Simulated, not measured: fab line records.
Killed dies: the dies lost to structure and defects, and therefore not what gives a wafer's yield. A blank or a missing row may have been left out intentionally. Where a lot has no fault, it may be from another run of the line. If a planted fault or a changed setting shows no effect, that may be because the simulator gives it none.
Chamber matching    flow gf180mcu    GF_SAB_CVD_00 on pecvd-04: 3 sister chambers
The step deposits SiO2 from TEOS, target thk 50 nm, time 4.9302 s. 3 wafers are shown with their chamber, then 8 later ones without.

WAFERS WITH THEIR CHAMBER
wafer   chamber  heater power outer w (W)
L086.1  0        560
L086.5  2        347
L090.3  1        449

WAFERS MISSING THEIR CHAMBER
wafer   heater power outer w (W)
L090.5  505
L090.6  350
L091.1  327
L091.2  435
L091.6  570
L092.1  553
L092.2  391
L092.6  354

WHICH CHAMBER EACH ONE RAN IN
wafer   from the rows above      in truth
L090.5  can't be placed: 0 or 1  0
L090.6  2                        2
L091.1  2                        2
L091.2  1                        1
L091.6  0                        0
L092.1  0                        0
L092.2  can't be placed: 2 or 1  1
L092.6  2                        2
Correctly placed: 6 of 8. Can't be placed from these rows: 2 (the true chamber is among the candidates in 2). Wrongly placed: 0.
How it was worked out, from the rows above alone: a wafer's distance from a chamber is the root of the sum, over the readings, of the square of ((its reading less the chamber's mean) divided by the reading's scatter). The wafer belongs to the nearest chamber; if the next one is less than 2 further off, it can't be placed. A chamber's mean is the mean of its shown wafers. The scatter (one wafer shown for each chamber): square how far every hidden wafer sits from the nearest shown wafer, average those squares and take the square root.
